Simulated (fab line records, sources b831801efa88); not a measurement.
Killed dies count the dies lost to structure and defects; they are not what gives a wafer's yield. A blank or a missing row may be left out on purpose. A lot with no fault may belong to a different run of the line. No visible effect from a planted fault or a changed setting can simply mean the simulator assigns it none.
fab line records -- flow gf180mcu
record lots=13, wafers=39, last-day=34
route steps=602 shown V4@481 MIM@509
lots that met no fault: from a run of the same line without faults
start-h: hours from the record's first day to the start of the lot's first wafer shown -- wait-h: how many hours have passed since the lot's step before this one -- " the same as in the row above -- L1.1+2: one row covering several wafers at once -- - no value, or no start was given -- * or withheld: withheld -- < > ~ a bound
route shown NAME@n: NAME is a module with steps in the file, n the number in the route of the first one -- usual: the fault-free wafers' mean and standard deviation -- same: alike in all rows -- chamber/n: place in a boat -- sites: readings site by site -- _std_site: their standard deviation -- _edge_site: mean of outer sites minus mean of inner sites -- radius-mm: how far each site lies from the wafer's centre -- mask NAME#n: copy n -- behind: the last tool/chamber to shape the wafer -- hold: cause of the lot's hold/its duration in hours/its outcome -- device: whichever transistor did not switch (one of n, p or np) -- end of line: the tests these same wafers got at the end of their route -- a step without rows: its recipe alone -- killed: the dies lost at the first sort to structure and to defects; this is not the yield of the wafer -- map: the dies of a wafer, with x for killed, . for not killed, _ for no die there
set.NAME: the setting as run; set.NAME@STEP: as run at that earlier step -- model.NAME: the simulator's own value behind a step, which no gauge read
the route's steps for a sample of lots (tables are steps, rows are wafers)
services: from which hour (start-h, from the record's first day; less than 0 if before it) a tool's chamber was out of use, for how many hours, and why
## steps
# step GF_V4_BOW_MEAS_05
# recipe mode=bow
# usual V4_BOW=134/8.5
lot.wafer,tool,chamber,start-h,wait-h,V4_BOW[um]
L587.1,film-metro-04,-,539.39,0.1,136
L587.4,film-metro-04,-,539.39,0.1,145
L587.6,film-metro-04,-,539.39,0.1,129
L588.1,film-metro-03,-,544.76,0.2,133
L588.2,film-metro-03,-,544.76,0.2,112
L588.6,film-metro-03,-,544.76,0.2,134
L589.1,film-metro-04,-,552.55,0.1,137
L589.2,film-metro-04,-,552.55,0.1,150
L589.5,film-metro-04,-,552.55,0.1,140
L590.2,film-metro-04,-,565.91,0.3,126
L590.3,film-metro-04,-,565.91,0.3,135
L590.5,film-metro-04,-,565.91,0.3,127
L591.1,film-metro-01,-,573.92,0.2,145
L591.4,film-metro-01,-,573.92,0.2,137
L591.5,film-metro-01,-,573.92,0.2,131
L592.3,film-metro-03,-,582.97,0.2,129
L592.4,film-metro-03,-,582.97,0.2,134
L592.6,film-metro-03,-,582.97,0.2,134
L593.1,film-metro-03,-,584.98,0.1,142
L593.3,film-metro-03,-,584.98,0.1,143
L593.5,film-metro-03,-,584.98,0.1,142
L595.2,film-metro-04,-,601.07,0.2,146
L595.3,film-metro-04,-,601.07,0.2,130
L595.4,film-metro-04,-,601.07,0.2,134
L600.3,film-metro-01,-,642.54,0.1,118
L600.5,film-metro-01,-,642.54,0.1,138
L600.6,film-metro-01,-,642.54,0.1,127
L601.1,film-metro-03,-,650.13,0.1,125
L601.2,film-metro-03,-,650.13,0.1,129
L601.5,film-metro-03,-,650.13,0.1,126
L608.2,film-metro-01,-,701.66,0.3,141
L608.3,film-metro-01,-,701.66,0.3,124
L608.4,film-metro-01,-,701.66,0.3,125
L609.1,film-metro-01,-,711.93,0.1,135
L609.3,film-metro-01,-,711.93,0.1,136
L609.5,film-metro-01,-,711.93,0.1,144
L610.1,film-metro-04,-,712.53,0.1,126
L610.3,film-metro-04,-,712.53,0.1,133
L610.6,film-metro-04,-,712.53,0.1,135
# step GF_V4_STRIP_18
# recipe chemistry=O2/N2, power-w=1400, pressure-mtorr=1500, platen-temp-c=250, o2-flow-sccm=3000, n2-flow-sccm=300, overash-fraction=0.5
# usual drypump-motor-current-A=5.8/0.34, heater-power-w=319/40, n2-flow-sccm=300.0/0.91, oes-product-au=0.593/0.0054
lot.wafer,tool,chamber,start-h,wait-h,drypump-motor-current-A,heater-power-w,n2-flow-sccm,oes-product-au,rf-hours-counter-h
L587.1,plasma-asher-01,0,561.06,-,5.9,315,300.5,0.593,79
L587.4,plasma-asher-01,0,561.06,-,5.9,321,299.5,0.591,-
L587.6,plasma-asher-01,1,561.06,-,5.6,367,300.0,0.589,-
L588.1,plasma-asher-03,0,567.77,-,5.1,358,301.3,0.603,44
L588.2,plasma-asher-03,1,567.77,-,6.0,301,299.3,0.596,44
L588.6,plasma-asher-03,0,567.77,-,5.1,354,299.4,0.593,-
L589.1,plasma-asher-01,1,574.22,-,5.6,374,301.0,0.592,80
L589.2,plasma-asher-01,0,574.22,-,5.9,325,300.1,0.586,80
L589.5,plasma-asher-01,1,574.22,-,5.6,375,299.2,0.598,-
L590.2,plasma-asher-03,1,587.58,-,6.0,295,299.3,0.597,46
L590.3,plasma-asher-03,1,587.58,-,6.0,297,298.9,0.583,-
L590.5,plasma-asher-03,0,587.58,-,5.1,354,300.7,0.592,-
L591.1,plasma-asher-04,1,595.27,-,5.7,314,300.1,0.594,100
L591.4,plasma-asher-04,1,595.27,-,5.7,316,300.9,0.596,-
L591.5,plasma-asher-04,0,595.27,-,6.2,239,298.7,0.596,-
L592.3,plasma-asher-01,1,604.19,-,5.6,365,299.3,0.585,-
L592.4,plasma-asher-01,0,604.19,-,5.9,320,299.2,0.592,-
L592.6,plasma-asher-01,1,604.19,-,5.5,370,300.3,0.589,-
L593.1,plasma-asher-01,1,606.77,-,5.6,356,300.0,0.596,84
L593.3,plasma-asher-01,1,606.77,-,5.6,360,301.3,0.598,-
L593.5,plasma-asher-01,0,606.77,-,5.9,323,300.9,0.588,-
L595.2,plasma-asher-04,0,621.62,-,6.2,244,299.6,0.588,103
L595.3,plasma-asher-04,1,621.62,-,5.7,325,300.0,0.589,-
L595.4,plasma-asher-04,0,621.62,-,6.2,247,300.7,0.602,-
L600.3,plasma-asher-01,1,662.21,-,5.6,367,300.0,0.581,-
L600.5,plasma-asher-01,0,662.21,-,6.0,321,300.1,0.597,-
L600.6,plasma-asher-01,1,662.21,-,5.6,363,299.8,0.591,-
L601.1,plasma-asher-03,1,669.41,-,6.0,306,300.8,0.603,55
L601.2,plasma-asher-03,0,669.41,-,5.1,354,299.4,0.592,55
L601.5,plasma-asher-03,1,669.41,-,6.0,299,300.1,0.604,-
L608.2,plasma-asher-03,1,719.51,-,6.0,307,298.3,0.592,60
L608.3,plasma-asher-03,1,719.51,-,6.0,308,298.6,0.605,-
L608.4,plasma-asher-03,0,719.51,-,5.2,357,299.7,0.588,-
L609.1,plasma-asher-04,0,729.56,-,6.2,245,300.3,0.585,115
L609.3,plasma-asher-04,1,729.56,-,5.7,319,300.7,0.590,-
L609.5,plasma-asher-04,1,729.56,-,5.7,327,298.7,0.590,-
L610.1,plasma-asher-01,0,730.06,-,5.9,327,299.5,0.592,97
L610.3,plasma-asher-01,1,730.06,-,5.6,356,297.9,0.591,-
L610.6,plasma-asher-01,0,730.06,-,5.9,318,299.6,0.593,-
# step GF_V4_CMP_26
# recipe stop-on=SiO2, down-force-psi=3.5, platen-rpm=60, t-overpolish-s=15, target-thk-nm=0, pad-velocity-m-s=0.94248
# usual motor-current-A=11.2/1.1, overpolish-run-s=15.001/0.0087, time-to-endpoint-s=85/5.1
lot.wafer,tool,chamber,start-h,wait-h,motor-current-A,overpolish-run-s,time-to-endpoint-s
L587.1,cmp-02,3,562.00,0.1,11.2,14.998,83
L587.4,cmp-02,2,562.00,0.1,9.5,14.987,88
L587.6,cmp-02,3,562.00,0.1,10.8,14.978,81
L588.1,cmp-01,0,568.75,0.1,12.1,15.005,84
L588.2,cmp-01,2,568.75,0.1,10.5,15.007,80
L588.6,cmp-01,0,568.75,0.1,11.9,15.006,86
L589.2,cmp-01,1,575.22,0.1,11.0,15.010,81
L589.1,cmp-01,2,575.22,0.1,10.6,15.010,76
L589.5,cmp-01,1,575.22,0.1,10.9,14.997,87
L590.3,cmp-02,0,588.53,0.0,12.5,15.009,84
L590.2,cmp-02,3,588.53,0.0,11.8,15.001,76
L590.5,cmp-02,1,588.53,0.0,9.6,15.014,78
L591.4,cmp-01,3,596.29,0.1,12.2,15.007,80
L591.1,cmp-01,0,596.29,0.1,11.8,14.994,84
L591.5,cmp-01,1,596.29,0.1,11.0,14.999,83
L592.3,cmp-02,3,605.11,0.0,11.4,15.004,77
L592.4,cmp-02,2,605.11,0.0,9.4,15.012,89
L592.6,cmp-02,0,605.11,0.0,12.6,15.001,89
L593.3,cmp-01,3,607.73,0.0,12.6,14.990,86
L593.1,cmp-01,2,607.73,0.0,10.6,14.990,77
L593.5,cmp-01,0,607.73,0.0,11.0,14.996,86
L595.2,cmp-02,0,622.59,0.1,13.3,14.992,88
L595.3,cmp-02,1,622.59,0.1,9.9,14.992,78
L595.4,cmp-02,2,622.59,0.1,9.3,15.013,86
L600.3,cmp-01,0,663.46,0.3,11.6,0.041,134
L600.5,cmp-01,1,663.46,0.3,10.3,0.046,135
L600.6,cmp-01,2,663.46,0.3,10.6,0.038,130
L601.1,cmp-01,3,670.34,0.1,12.4,0.042,128
L601.2,cmp-01,2,670.34,0.1,9.9,0.036,130
L601.5,cmp-01,0,670.34,0.1,11.6,0.041,129
L608.3,cmp-02,2,720.47,0.0,9.5,15.005,85
L608.4,cmp-02,3,720.47,0.0,11.1,14.998,77
L608.2,cmp-02,0,720.47,0.0,13.0,15.020,85
L609.3,cmp-02,0,730.77,0.3,12.3,14.991,87
L609.1,cmp-02,2,730.77,0.3,9.1,15.008,82
L609.5,cmp-02,1,730.77,0.3,10.1,14.989,78
L610.1,cmp-02,0,731.37,0.4,12.5,15.001,80
L610.3,cmp-02,3,731.37,0.4,11.4,15.015,74
L610.6,cmp-02,1,731.37,0.4,9.6,15.002,76
# step GF_MIM_THK_MEAS_06
# recipe reads=Si3N4_of_MIM_CVD_05
# usual MIM_CVD_05_THK=41.9/0.67
lot.wafer,tool,chamber,start-h,wait-h,MIM_CVD_05_THK[nm]
L587.1,film-metro-04,-,562.56,0.0,40.9
L587.4,film-metro-04,-,562.56,0.0,41.4
L587.6,film-metro-04,-,562.56,0.0,41.6
L588.1,film-metro-04,-,569.25,0.0,42.3
L588.2,film-metro-04,-,569.25,0.0,41.6
L588.6,film-metro-04,-,569.25,0.0,41.9
L589.1,film-metro-02,-,575.78,0.1,42.4
L589.2,film-metro-02,-,575.78,0.1,41.6
L589.5,film-metro-02,-,575.78,0.1,43.3
L590.2,film-metro-02,-,589.10,0.0,41.7
L590.3,film-metro-02,-,589.10,0.0,41.9
L590.5,film-metro-02,-,589.10,0.0,42.0
L591.1,film-metro-04,-,596.74,0.0,41.4
L591.4,film-metro-04,-,596.74,0.0,41.4
L591.5,film-metro-04,-,596.74,0.0,42.1
L592.3,film-metro-01,-,605.71,0.0,42.6
L592.4,film-metro-01,-,605.71,0.0,43.4
L592.6,film-metro-01,-,605.71,0.0,42.3
L593.1,film-metro-04,-,608.28,0.0,40.6
L593.3,film-metro-04,-,608.28,0.0,40.9
L593.5,film-metro-04,-,608.28,0.0,42.3
L595.2,film-metro-02,-,623.10,0.0,41.0
L595.3,film-metro-02,-,623.10,0.0,41.0
L595.4,film-metro-02,-,623.10,0.0,41.7
L608.2,film-metro-02,-,721.03,0.0,41.0
L608.3,film-metro-02,-,721.03,0.0,41.5
L608.4,film-metro-02,-,721.03,0.0,42.0
L609.1,film-metro-01,-,731.33,0.0,41.7
L609.3,film-metro-01,-,731.33,0.0,41.2
L609.5,film-metro-01,-,731.33,0.0,41.9
L610.1,film-metro-02,-,731.93,0.0,42.0
L610.3,film-metro-02,-,731.93,0.0,41.5
L610.6,film-metro-02,-,731.93,0.0,42.2
## services
tool,chamber,start-h,hours,kind
cmp-01,-,558.57,3.2,pm
plasma-asher-04,-,560.62,1.3,repair
cmp-01,-,562.09,2.3,repair
plasma-asher-03,-,563.94,2.8,pm
cmp-02,-,572.10,4.0,pm
cmp-02,-,576.10,-,consumable-replace:conditioner
cmp-02,-,576.10,-,consumable-replace:pad
cmp-02,-,607.67,1.3,repair
cmp-02,-,625.78,0.7,repair
cmp-02,-,632.92,0.8,repair
cmp-02,-,635.01,1.1,repair
cmp-02,-,636.63,1.9,repair
cmp-02,-,636.80,1.0,repair
cmp-01,-,637.03,2.4,repair
cmp-02,-,669.74,5.6,pm
plasma-asher-01,-,671.21,1.4,repair
cmp-02,-,693.40,22.3,pm
plasma-asher-01,-,696.12,2.3,repair
cmp-01,-,723.04,1.0,repair
cmp-02,-,724.77,1.2,repair
## key
first-sign step=GF_V4_CMP_26, reading=overpolish-run-s, direction=down, sigmas=99+, usual=15.001, struck=0.041
effect step=GF_V4_CMP_26, reading=time-to-endpoint-s, direction=up, sigmas=9.1, usual=*, struck=*
met-at GF_V4_CMP_26
struck-lots L600,L601
later-rows-left-out L600.3,L600.5,L600.6,L601.1,L601.2,L601.5
sort-left-out L600.3,L600.5,L600.6,L601.1,L601.2,L601.5
not-acting-at GF_V4_BOW_MEAS_05,GF_V4_STRIP_18,GF_MIM_THK_MEAS_06
onset-between 607.73 663.46
fault kind=process-parameter-drift, tool=cmp-01, chamber=-, onset-h=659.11, steps=GF_V4_CMP_26, channel=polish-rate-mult, offset=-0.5, shape=step, end-h=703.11
# sort-left-out: the simulated sort isn't trusted on such a fault, so these wafers' sort isn't shown, and their yield isn't known
# later-rows-left-out: the simulator's readings of these wafers behind a module that went badly wrong aren't trusted and aren't shown, but for the sort
